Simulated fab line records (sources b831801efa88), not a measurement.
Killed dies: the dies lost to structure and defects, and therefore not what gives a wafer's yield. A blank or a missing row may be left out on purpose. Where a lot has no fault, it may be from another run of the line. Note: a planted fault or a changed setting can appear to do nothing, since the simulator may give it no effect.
fab line records    flow sky130
record lots=6  wafers=18  lastDay=49
route steps=708 shown DNWELL@37 PWDE@45 NWELL@56 PAD_OPEN@708
lots untouched by any fault: they come from a run of this same line in which no faults occurred
startH: the number of hours between the record's first day and the start of the first shown wafer of the lot    waitH: hours since the lot's step before    " the same as in the row above    L1.1+2: a row that stands for several wafers    - value missing, or start not given    * or withheld: withheld    < > ~ a bound
route shown NAME@n: names a module that has steps shown in the file, with the first one's number in the route    usual: average and standard deviation across the fault-free wafers    same: alike in all rows    chamber/n: place in a boat    sites: the reading at each site    _std_site: the values' standard deviation    _edge_site: outer sites' mean less inner sites'    radiusMm: for every site, how far away it sits from the centre of the wafer    mask NAME#n: copy n    behind: the tool/chamber that last shaped the wafer    hold: why the lot was held/for how many hours/how that ended    device: whichever transistor did not switch (one of n, p or np)    end of line: tests run on the same wafers once the route is complete    a step given without rows: its recipe and nothing more    killed: dies that structure and defects cost at the first sort, which is not the same as the wafer's yield    map: the dies of a wafer, with x for killed, . for not killed, _ for no die there
set.NAME: the setting the step ran with; set.NAME@STEP: the setting that earlier step ran with    model.NAME: the simulator's own value behind a step, which no gauge read
lots at selected steps of the route; one table per step, one row per wafer
services: from which hour (startH, from the record's first day; less than 0 if before it) a tool's chamber was out of use, for how many hours, and why
## steps
# step SKY_DNWELL_COAT_02
# recipe spinRpm=2000  resistThkNm=3000
# step SKY_DNWELL_SOFTBAKE_03
# recipe tempC=110  timeS=withheld
# step SKY_DNWELL_EXPOSE_04
# recipe maskId=DNM  na=0.57  targetCdNm=3000  doseMj=222
# step SKY_DNWELL_PEB_05
# recipe tempC=115  timeS=withheld
# step SKY_DNWELL_DEVELOP_06
# recipe wallAngleDeg=90  developer=TMAH  developTimeS=60  devTempC=23
# step SKY_DNWELL_IMPLANT_07
# recipe species=P  energyKev=withheld  doseCm2=withheld  tiltDeg=withheld
# step SKY_DNWELL_STRIP_08
# recipe chemistry=O2/N2  powerW=1400  pressureMtorr=1500  platenTempC=withheld  o2FlowSccm=3000  n2FlowSccm=300  overashFraction=0.5
# usual drypumpMotorCurrentA=5.4/0.52  oesProductAu=0.723/0.0047  stripTimeToEndpointS=36.95/0.12
lot.wafer  tool            chamber  startH  waitH  drypumpMotorCurrentA  oesProductAu  rfHoursCounterH  stripTimeToEndpointS
L841.2     plasmaAsher-02  1        65.15   0.1    4.7                   0.721         39               36.94
L841.3     "               0        "       "      5.2                   0.726         -                37.06
L841.5     "               1        "       "      4.8                   0.725         -                37.11
L843.3     plasmaAsher-04  0        79.73   0.1    6.2                   0.719         -                36.71
L843.5     "               0        "       "      6.2                   0.717         -                36.84
L843.6     "               1        "       "      5.5                   0.721         -                36.80
L842.2     plasmaAsher-02  1        79.89   0.1    4.7                   0.726         41               37.04
L842.3     "               0        "       "      5.2                   0.719         -                36.95
L842.4     "               1        "       "      4.8                   0.725         -                36.92
L850.1     plasmaAsher-04  0        108.60  0.1    6.2                   0.720         33               37.06
L850.4     "               0        "       "      6.2                   0.730         -                37.09
L850.5     "               1        "       "      5.5                   0.724         -                37.13
L851.1     plasmaAsher-04  0        115.89  0.1    6.2                   0.715         34               37.07
L851.2     "               1        "       "      5.5                   0.719         34               36.92
L851.4     "               1        "       "      5.5                   0.719         -                36.98
L856.1     plasmaAsher-02  1        139.60  0.1    4.7                   0.728         50               37.08
L856.4     "               0        "       "      5.2                   0.722         -                36.97
L856.6     "               0        "       "      5.2                   0.726         -                36.98
# step SKY_DNWELL_TW_MEAS_09
# usual DNWELL_TW=1132/6.7
lot.wafer  tool          chamber  startH  waitH  DNWELL_TW
L841.2     filmMetro-01  -        65.26   0.1    1125
L841.3     "             -        "       "      1134
L841.5     "             -        "       "      1133
L843.3     filmMetro-03  -        79.82   0.1    1134
L843.5     "             -        "       "      1126
L843.6     "             -        "       "      1124
L842.2     filmMetro-01  -        80.00   0.1    1143
L842.3     "             -        "       "      1144
L842.4     "             -        "       "      1149
L850.1     filmMetro-03  -        108.70  0.1    1121
L850.4     "             -        "       "      1118
L850.5     "             -        "       "      1120
L851.1     filmMetro-01  -        115.99  0.1    1134
L851.2     "             -        "       "      1141
L851.4     "             -        "       "      1129
L856.1     filmMetro-04  -        139.70  0.1    1131
L856.4     "             -        "       "      1127
L856.6     "             -        "       "      1131
# step SKY_PWDE_DEHYDRATE_00
# recipe tempC=200  timeS=60
# step SKY_PWDE_HMDS_01
# recipe primeTimeS=60  primeTempC=120
# step SKY_PWDE_COAT_02
# recipe spinRpm=2000  resistThkNm=3000
# step SKY_PWDE_SOFTBAKE_03
# recipe tempC=110  timeS=withheld
# step SKY_PWDE_EXPOSE_04
# recipe maskId=PWDEM  na=0.6  sourceShape=conventional  sigmaOuter=0.6  polarization=unpolarized  targetCdNm=840  doseMj=214
# same na=0.6  sigmaOuter=0.6
lot.wafer   tool             chamber  startH  waitH  mask
L841.2+3+5  ilineStepper-01  0        73.19   -      PWDEM#0
L843.3+5+6  ilineStepper-02  0        87.81   -      PWDEM#0
L842.2+3+4  ilineStepper-01  0        88.03   -      PWDEM#0
L850.1+4+5  ilineStepper-02  0        117.72  -      PWDEM#0
L851.1+2+4  ilineStepper-02  0        125.17  -      PWDEM#0
L856.1+4+6  ilineStepper-01  0        150.14  -      PWDEM#0
# step SKY_PWDE_PEB_05
# recipe tempC=115  timeS=withheld
# step SKY_PWDE_DEVELOP_06
# recipe wallAngleDeg=90  developer=TMAH  developTimeS=60  devTempC=23
# step SKY_PWDE_OVL_MEAS_07
# usual PWDE_OVL=-0.8/1.4
lot.wafer  tool        chamber  startH  waitH  PWDE_OVL[nm]
L841.2     overlay-02  -        80.69   -      -1.8
L841.3     "           -        "       "      -2.6
L841.5     "           -        "       "      -3.2
L843.3     overlay-02  -        96.38   -      1.8
L843.5     "           -        "       "      1.0
L843.6     "           -        "       "      -0.6
L842.2     overlay-01  -        96.64   -      0.3
L842.3     "           -        "       "      -0.9
L842.4     "           -        "       "      0.5
L850.1     overlay-01  -        127.32  -      -0.3
L850.4     "           -        "       "      0.9
L850.5     "           -        "       "      -0.1
L851.1     overlay-02  -        134.39  -      -0.1
L851.2     "           -        "       "      -0.5
L851.4     "           -        "       "      0.6
L856.1     overlay-02  -        159.67  -      1.3
L856.4     "           -        "       "      0.7
L856.6     "           -        "       "      1.8
# step SKY_PWDE_IMPLANT_08
# recipe species=B  energyKev=150  doseCm2=3.6e+12  tiltDeg=withheld
# step SKY_PWDE_STRIP_09
# recipe chemistry=O2/N2  powerW=1400  pressureMtorr=1500  platenTempC=withheld  o2FlowSccm=3000  n2FlowSccm=300  overashFraction=0.5
# usual drypumpMotorCurrentA=5.85/0.28  oesProductAu=0.722/0.0048  stripTimeToEndpointS=36.94/0.11
lot.wafer  tool            chamber  startH  waitH  drypumpMotorCurrentA  oesProductAu  rfHoursCounterH  stripTimeToEndpointS
L841.2     plasmaAsher-04  1        80.87   0.1    5.53                  0.724         28               37.02
L841.3     "               1        "       "      5.50                  0.725         -                36.91
L841.5     "               1        "       "      5.47                  0.731         -                36.97
L843.3     plasmaAsher-04  0        96.59   0.1    6.18                  0.727         -                37.07
L843.5     "               1        "       "      5.56                  0.726         -                36.97
L843.6     "               0        "       "      6.19                  0.718         -                37.08
L842.2     plasmaAsher-04  0        96.82   0.1    6.19                  0.715         31               36.75
L842.3     "               0        "       "      6.16                  0.721         -                36.87
L842.4     "               1        "       "      5.53                  0.719         -                36.86
L850.1     plasmaAsher-01  1        127.63  0.1    6.06                  0.720         44               36.86
L850.4     "               0        "       "      5.66                  0.719         -                36.99
L850.5     "               0        "       "      5.63                  0.723         -                36.94
L851.1     plasmaAsher-04  0        134.57  0.1    6.20                  0.723         36               36.91
L851.2     "               1        "       "      5.54                  0.726         36               36.88
L851.4     "               1        "       "      5.53                  0.718         -                36.93
L856.1     plasmaAsher-04  1        159.87  0.1    5.48                  0.726         38               36.91
L856.4     "               0        "       "      6.19                  0.722         -                36.88
L856.6     "               0        "       "      6.18                  0.712         -                36.95
# step SKY_PWDE_TW_MEAS_10
# usual PWDE_TW=379.0/1.7
lot.wafer  tool          chamber  startH  waitH  PWDE_TW
L841.2     filmMetro-03  -        80.98   0.1    378.1
L841.3     "             -        "       "      381.7
L841.5     "             -        "       "      377.7
L843.3     filmMetro-04  -        96.68   0.1    378.7
L843.5     "             -        "       "      378.2
L843.6     "             -        "       "      378.1
L842.2     filmMetro-03  -        96.93   0.1    379.7
L842.3     "             -        "       "      380.7
L842.4     "             -        "       "      379.0
L850.1     filmMetro-01  -        127.73  0.1    379.8
L850.4     "             -        "       "      378.6
L850.5     "             -        "       "      376.6
L851.1     filmMetro-01  -        134.67  0.1    379.8
L851.2     "             -        "       "      380.2
L851.4     "             -        "       "      378.7
L856.1     filmMetro-04  -        159.97  0.1    378.3
L856.4     "             -        "       "      377.0
L856.6     "             -        "       "      377.8
# step SKY_NWELL_DEHYDRATE_03
# recipe tempC=200  timeS=60
# step SKY_NWELL_HMDS_04
# recipe primeTimeS=60  primeTempC=120
# step SKY_NWELL_COAT_05
# recipe spinRpm=2000  resistThkNm=3000
# step SKY_NWELL_SOFTBAKE_06
# recipe tempC=110  timeS=withheld
# step SKY_NWELL_EXPOSE_07
# recipe maskId=NWM  na=0.6  sourceShape=conventional  sigmaOuter=0.6  polarization=unpolarized  targetCdNm=840  doseMj=255
# step SKY_NWELL_PEB_08
# recipe tempC=115  timeS=withheld
# step SKY_NWELL_DEVELOP_09
# recipe wallAngleDeg=90  developer=TMAH  developTimeS=60  devTempC=23
# step SKY_NWELL_OVL_MEAS_10
# usual NWELL_00_OVL=-1.4/1.2
lot.wafer  tool        chamber  startH  waitH  NWELL_00_OVL[nm]
L841.2     overlay-01  -        97.98   -      -0.4
L841.3     "           -        "       "      -1.2
L841.5     "           -        "       "      -1.2
L843.3     overlay-02  -        115.10  -      -1.0
L843.5     "           -        "       "      -1.5
L843.6     "           -        "       "      -1.3
L842.2     overlay-01  -        115.13  -      -1.7
L842.3     "           -        "       "      -0.6
L842.4     "           -        "       "      -2.8
L850.1     overlay-02  -        146.79  -      -0.8
L850.4     "           -        "       "      -0.4
L850.5     "           -        "       "      0.2
L851.1     overlay-01  -        154.04  -      -1.0
L851.2     "           -        "       "      -1.0
L851.4     "           -        "       "      -0.1
L856.1     overlay-01  -        180.64  -      -2.1
L856.4     "           -        "       "      -2.2
L856.6     "           -        "       "      -3.3
# step SKY_NWELL_IMPLANT_11
# recipe species=P  energyKev=400  doseCm2=1.924e+13  tiltDeg=withheld
# step SKY_NWELL_IMPLANT_12
# recipe species=P  energyKev=120  doseCm2=1.3e+12  tiltDeg=withheld
# step SKY_NWELL_IMPLANT_13
# recipe species=P  energyKev=50  doseCm2=7e+11  tiltDeg=withheld
# step SKY_NWELL_STRIP_14
# recipe chemistry=O2/N2  powerW=1400  pressureMtorr=1500  platenTempC=withheld  o2FlowSccm=3000  n2FlowSccm=300  overashFraction=0.5
# usual drypumpMotorCurrentA=5.5/0.51  oesProductAu=0.723/0.0042  stripTimeToEndpointS=36.94/0.11
lot.wafer  tool            chamber  startH  waitH  drypumpMotorCurrentA  oesProductAu  rfHoursCounterH  stripTimeToEndpointS
L841.2     plasmaAsher-02  0        98.46   0.1    5.2                   0.719         45               37.09
L841.3     "               1        "       "      4.7                   0.726         -                37.12
L841.5     "               1        "       "      4.7                   0.723         -                37.01
L843.3     plasmaAsher-04  0        115.61  0.1    6.2                   0.728         -                36.90
L843.5     "               1        "       "      5.5                   0.726         -                36.88
L843.6     "               0        "       "      6.2                   0.724         -                36.95
L842.2     plasmaAsher-01  1        115.61  0.1    6.0                   0.724         43               36.88
L842.3     "               0        "       "      5.6                   0.723         -                37.08
L842.4     "               1        "       "      6.0                   0.726         -                36.96
L850.1     plasmaAsher-02  0        147.27  0.1    5.2                   0.727         50               36.76
L850.4     "               0        "       "      5.2                   0.720         -                36.84
L850.5     "               0        "       "      5.2                   0.729         -                36.91
L851.1     plasmaAsher-04  1        154.52  0.1    5.6                   0.729         37               36.88
L851.2     "               0        "       "      6.2                   0.723         37               36.95
L851.4     "               0        "       "      6.2                   0.722         -                36.87
L856.1     plasmaAsher-04  1        181.12  0.1    5.5                   0.720         40               37.16
L856.4     "               1        "       "      5.5                   0.721         -                37.07
L856.6     "               0        "       "      6.2                   0.726         -                37.12
# step SKY_NWELL_TW_MEAS_15
# usual NWELL_TW=1854/8.4
lot.wafer  tool          chamber  startH  waitH  NWELL_TW
L841.2     filmMetro-01  -        98.57   0.1    1860
L841.3     "             -        "       "      1861
L841.5     "             -        "       "      1861
L843.3     filmMetro-01  -        115.69  0.1    1864
L843.5     "             -        "       "      1861
L843.6     "             -        "       "      1864
L842.2     filmMetro-01  -        115.74  0.1    1856
L842.3     "             -        "       "      1849
L842.4     "             -        "       "      1853
L850.1     filmMetro-04  -        147.37  0.1    1845
L850.4     "             -        "       "      1852
L850.5     "             -        "       "      1846
L851.1     filmMetro-04  -        154.62  0.1    1835
L851.2     "             -        "       "      1855
L851.4     "             -        "       "      1851
L856.1     filmMetro-01  -        181.22  0.1    1860
L856.4     "             -        "       "      1865
L856.6     "             -        "       "      1859
# step SKY_NWELL_DEHYDRATE_16
# recipe tempC=200  timeS=60
# step SKY_NWELL_HMDS_17
# recipe primeTimeS=60  primeTempC=120
# step SKY_NWELL_COAT_18
# recipe spinRpm=2000  resistThkNm=3000
# step SKY_NWELL_SOFTBAKE_19
# recipe tempC=110  timeS=withheld
# step SKY_NWELL_EXPOSE_20
# recipe maskId=NWM_COMPLEMENT  na=0.6  sourceShape=conventional  sigmaOuter=0.6  polarization=unpolarized  targetCdNm=840  doseMj=260
# step SKY_NWELL_PEB_21
# recipe tempC=115  timeS=withheld
# step SKY_NWELL_DEVELOP_22
# recipe wallAngleDeg=90  developer=TMAH  developTimeS=60  devTempC=23
# step SKY_NWELL_OVL_MEAS_23
# usual NWELL_01_OVL=-0.6/1.6
lot.wafer  tool        chamber  startH  waitH  NWELL_01_OVL[nm]
L841.2     overlay-01  -        116.73  -      0.3
L841.3     "           -        "       "      -0.9
L841.5     "           -        "       "      -1.6
L843.3     overlay-01  -        133.53  -      0.0
L843.5     "           -        "       "      0.8
L843.6     "           -        "       "      0.4
L842.2     overlay-01  -        133.88  -      1.6
L842.3     "           -        "       "      1.1
L842.4     "           -        "       "      1.1
L850.1     overlay-01  -        167.02  -      -2.3
L850.4     "           -        "       "      -2.2
L850.5     "           -        "       "      -1.1
L851.1     overlay-02  -        175.05  -      -0.4
L851.2     "           -        "       "      -1.1
L851.4     "           -        "       "      -0.8
L856.1     overlay-02  -        202.79  -      -0.7
L856.4     "           -        "       "      -0.4
L856.6     "           -        "       "      -2.1
# step SKY_NWELL_IMPLANT_24
# recipe species=B  energyKev=137.4  doseCm2=9.2e+12  tiltDeg=withheld
# step SKY_NWELL_STRIP_25
# recipe chemistry=O2/N2  powerW=1400  pressureMtorr=1500  platenTempC=withheld  o2FlowSccm=3000  n2FlowSccm=300  overashFraction=0.5
# usual drypumpMotorCurrentA=5.6/0.48  oesProductAu=0.722/0.0044  stripTimeToEndpointS=36.92/0.095
lot.wafer  tool            chamber  startH  waitH  drypumpMotorCurrentA  oesProductAu  rfHoursCounterH  stripTimeToEndpointS
L841.2     plasmaAsher-04  0        116.91  0.1    6.2                   0.726         34               36.86
L841.3     "               1        "       "      5.5                   0.722         -                36.88
L841.5     "               1        "       "      5.5                   0.724         -                36.87
L843.3     plasmaAsher-02  1        133.74  0.1    4.7                   0.719         -                36.79
L843.5     "               0        "       "      5.2                   0.710         -                36.96
L843.6     "               1        "       "      4.7                   0.727         -                36.89
L842.2     plasmaAsher-01  0        134.06  0.1    5.6                   0.722         45               36.91
L842.3     "               0        "       "      5.6                   0.725         -                36.89
L842.4     "               1        "       "      6.0                   0.722         -                36.93
L850.1     plasmaAsher-04  0        167.21  0.1    6.2                   0.720         39               36.79
L850.4     "               1        "       "      5.6                   0.732         -                36.84
L850.5     "               0        "       "      6.2                   0.723         -                36.80
L851.1     plasmaAsher-02  1        175.23  0.1    4.7                   0.718         53               36.96
L851.2     "               0        "       "      5.3                   0.725         53               37.02
L851.4     "               1        "       "      4.7                   0.720         -                37.00
L856.1     plasmaAsher-02  0        202.97  0.1    5.2                   0.718         56               36.92
L856.4     "               1        "       "      4.7                   0.717         -                37.00
L856.6     "               1        "       "      4.7                   0.729         -                36.92
# step SKY_PAD_OPEN_PROBE_99
# usual killed_at_M0_to_M3=42/7.4  killed_at_M4_up=3.5/1.9  killedAtContacts=24/5.2  killedAtFrontEnd=15/4.5  killedAtOther=0.2/0.53  killedDies=85/9.8  killedOpen=46/7.6  killedShort=39/6.5
# same grossDies=492  killedAtBackSide=0
lot.wafer  tool       chamber  startH   waitH  killed_at_M0_to_M3  killed_at_M4_up  killedAtContacts  killedAtFrontEnd  killedAtOther  killedDies  killedOpen  killedShort  model.etest.res_p_drift_20v.widthNm
L841.2     prober-01  -        1085.30  0.1    38                  2                39                15                0              94          58          36           828.1
L841.3     prober-01  -        1085.35  0.2    49                  5                31                15                0              100         45          55           827.7
L841.5     prober-01  -        1085.45  0.2    37                  3                23                18                0              81          42          39           828.9
L842.2     prober-01  -        1106.77  0.1    48                  1                23                12                1              85          49          36           838.6
L842.3     prober-01  -        1106.82  0.2    39                  0                22                14                0              75          39          36           836.5
L842.4     prober-01  -        1106.87  0.2    37                  1                29                18                0              85          52          33           839.2
L843.3     prober-02  -        1107.02  0.2    60                  8                25                9                 0              102         52          50           838.1
L843.5     prober-02  -        1107.12  0.2    41                  7                22                11                1              82          44          38           832.9
L843.6     prober-02  -        1107.17  0.2    50                  3                23                8                 0              84          41          43           827.1
L850.1     prober-01  -        1151.32  0.1    46                  0                21                9                 0              76          50          26           851.3
L850.4     prober-01  -        1151.47  0.2    34                  5                25                13                0              77          46          31           830.7
L850.5     prober-01  -        1151.52  0.2    58                  5                22                16                0              101         49          52           828.4
L851.1     prober-02  -        1159.35  0.1    45                  4                23                15                0              87          51          36           847.4
L851.2     prober-02  -        1159.40  0.1    59                  4                23                11                0              97          50          47           850.5
L851.4     prober-02  -        1159.50  0.2    46                  6                28                12                0              92          42          50           833.7
L856.1     prober-02  -        1167.62  0.1    49                  5                15                18                0              87          53          34           837.1
L856.4     prober-02  -        1167.77  0.2    35                  5                29                10                0              79          42          37           836.6
L856.6     prober-02  -        1167.87  0.2    43                  6                19                11                0              79          46          33           830.5
# killed by level:class
L841.2 CONTACT:geometricParticle:open=15 CONTACT:geometricParticle:short=10 POLY_GATE:geometricParticle:open=9 LI_CONTACT:geometricParticle:open=7 VIA1:geometricParticle:open=7 METAL1:geometricParticle:open=5 FIELD_ISO:geometricParticle:open=4 VIA3:geometricParticle:open=4
L841.3 VIA1:geometricParticle:open=11 CONTACT:geometricParticle:short=9 VIA1:geometricParticle:short=8 LI_CONTACT:geometricParticle:open=8 LOCAL_INTERCONNECT:geometricParticle:short=7 METAL1:geometricParticle:short=7 CONTACT:geometricParticle:open=6 VIA3:geometricParticle:open=6
L841.5 VIA1:geometricParticle:open=10 CONTACT:geometricParticle:open=7 VIA2:geometricParticle:open=7 POLY_GATE:geometricParticle:short=5 LI_CONTACT:geometricParticle:open=5 CONTACT:geometricParticle:short=5 FIELD_ISO:geometricParticle:open=4 METAL1:geometricParticle:short=4
L842.2 VIA1:geometricParticle:open=14 CONTACT:geometricParticle:open=8 VIA3:geometricParticle:open=8 FIELD_ISO:geometricParticle:short=5 LI_CONTACT:geometricParticle:open=5 VIA2:geometricParticle:open=5 VIA2:geometricParticle:short=5 VIA1:geometricParticle:short=4
L842.3 VIA1:geometricParticle:open=8 VIA2:geometricParticle:open=7 LI_CONTACT:geometricParticle:open=6 VIA3:geometricParticle:open=6 LI_CONTACT:geometricParticle:short=5 CONTACT:geometricParticle:short=5 POLY_GATE:geometricParticle:open=4 CONTACT:geometricParticle:open=4
L842.4 CONTACT:geometricParticle:open=14 VIA1:geometricParticle:open=10 LI_CONTACT:geometricParticle:open=7 METAL1:geometricParticle:short=6 FIELD_ISO:geometricParticle:open=5 CONTACT:geometricParticle:short=5 VIA3:geometricParticle:open=4 FIELD_ISO:geometricParticle:short=3
L843.3 VIA1:geometricParticle:open=12 METAL1:geometricParticle:short=10 LI_CONTACT:geometricParticle:open=9 VIA2:geometricParticle:open=9 VIA3:geometricParticle:open=8 CONTACT:geometricParticle:short=7 METAL4:geometricParticle:short=7 CONTACT:geometricParticle:open=6
L843.5 VIA1:geometricParticle:open=12 CONTACT:geometricParticle:open=8 VIA1:geometricParticle:short=6 VIA2:geometricParticle:open=5 FIELD_ISO:geometricParticle:open=4 LI_CONTACT:geometricParticle:short=4 VIA3:geometricParticle:open=4 METAL4:geometricParticle:short=4
L843.6 VIA1:geometricParticle:open=11 CONTACT:geometricParticle:open=8 METAL1:geometricParticle:short=7 LI_CONTACT:geometricParticle:open=6 VIA2:geometricParticle:open=6 VIA1:geometricParticle:short=6 VIA3:geometricParticle:open=5 METAL2:geometricParticle:short=5
L850.1 VIA1:geometricParticle:open=15 LI_CONTACT:geometricParticle:open=8 VIA2:geometricParticle:open=8 VIA3:geometricParticle:open=7 CONTACT:geometricParticle:open=6 LOCAL_INTERCONNECT:geometricParticle:short=4 METAL2:geometricParticle:short=4 METAL3:geometricParticle:short=4
L850.4 CONTACT:geometricParticle:open=10 LI_CONTACT:geometricParticle:open=9 VIA1:geometricParticle:open=9 VIA1:geometricParticle:short=8 FIELD_ISO:geometricParticle:open=4 POLY_GATE:geometricParticle:open=4 METAL2:geometricParticle:short=4 VIA3:geometricParticle:open=4
L850.5 CONTACT:geometricParticle:open=15 METAL1:geometricParticle:short=10 VIA1:geometricParticle:open=9 VIA2:geometricParticle:open=8 VIA1:geometricParticle:short=8 FIELD_ISO:geometricParticle:short=7 METAL2:geometricParticle:short=6 VIA3:geometricParticle:open=6
L851.1 VIA3:geometricParticle:open=10 VIA1:geometricParticle:open=8 LI_CONTACT:geometricParticle:open=8 CONTACT:geometricParticle:open=8 METAL2:geometricParticle:short=8 METAL1:geometricParticle:short=7 FIELD_ISO:geometricParticle:open=4 FIELD_ISO:geometricParticle:short=4
L851.2 VIA1:geometricParticle:open=14 CONTACT:geometricParticle:short=10 METAL1:geometricParticle:short=8 VIA2:geometricParticle:open=8 VIA3:geometricParticle:open=8 CONTACT:geometricParticle:open=6 METAL2:geometricParticle:short=5 VIA2:geometricParticle:short=5
L851.4 VIA1:geometricParticle:open=9 LI_CONTACT:geometricParticle:open=8 CONTACT:geometricParticle:open=8 VIA1:geometricParticle:short=8 METAL2:geometricParticle:short=8 METAL1:geometricParticle:short=7 VIA3:geometricParticle:open=6 METAL4:geometricParticle:short=5
L856.1 VIA1:geometricParticle:open=13 METAL1:geometricParticle:short=8 VIA2:geometricParticle:open=8 FIELD_ISO:geometricParticle:short=6 VIA3:geometricParticle:open=6 LI_CONTACT:geometricParticle:open=6 CONTACT:geometricParticle:open=5 VIA1:geometricParticle:short=5
L856.4 CONTACT:geometricParticle:open=10 VIA3:geometricParticle:open=8 LI_CONTACT:geometricParticle:open=7 METAL1:geometricParticle:short=7 CONTACT:geometricParticle:short=6 METAL2:geometricParticle:short=5 LOCAL_INTERCONNECT:geometricParticle:short=4 VIA2:geometricParticle:open=4
L856.6 VIA2:geometricParticle:open=12 CONTACT:geometricParticle:open=9 VIA1:geometricParticle:open=7 METAL1:geometricParticle:short=6 VIA3:geometricParticle:open=6 LI_CONTACT:geometricParticle:open=4 LI_CONTACT:geometricParticle:short=4 METAL2:geometricParticle:short=4
## services
tool             chamber  startH  hours  kind
plasmaAsher-01   -        72.94   28.1   pm
ilineStepper-02  -        74.43   4.4    pm
ilineStepper-02  -        106.03  6.5    repair
ilineStepper-01  -        112.55  4.4    pm
ilineStepper-02  -        131.92  1.7    pm
plasmaAsher-04   -        163.27  1.4    repair
plasmaAsher-01   -        172.96  2.8    pm
plasmaAsher-01   -        176.38  2.1    repair
plasmaAsher-01   -        182.90  1.5    repair
## key
firstSign none at tools or gauges
modelEffect step=SKY_PAD_OPEN_PROBE_99  value=etest.res_p_drift_20v.widthNm  without=831.1  struck=849.7
metAt SKY_PWDE_EXPOSE_04
struckWafers L850.1,L851.1,L851.2
testerLeftOut L850,L851
onsetBetween 87.81 117.72
fault kind=processParameterDrift  tool=ilineStepper-02  chamber=-  onsetH=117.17  steps=SKY_PWDE_EXPOSE_04  channel=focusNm  offset=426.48  shape=step  endH=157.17  scope=struckWafersOnly
# testerLeftOut: of these lots the tester's yield and bins aren't shown, on N5 and GAA mostly nor the transistor test; their killed dies are dies lost to structure and defects alone, not to doping, threshold or leakage, so they don't give the yield
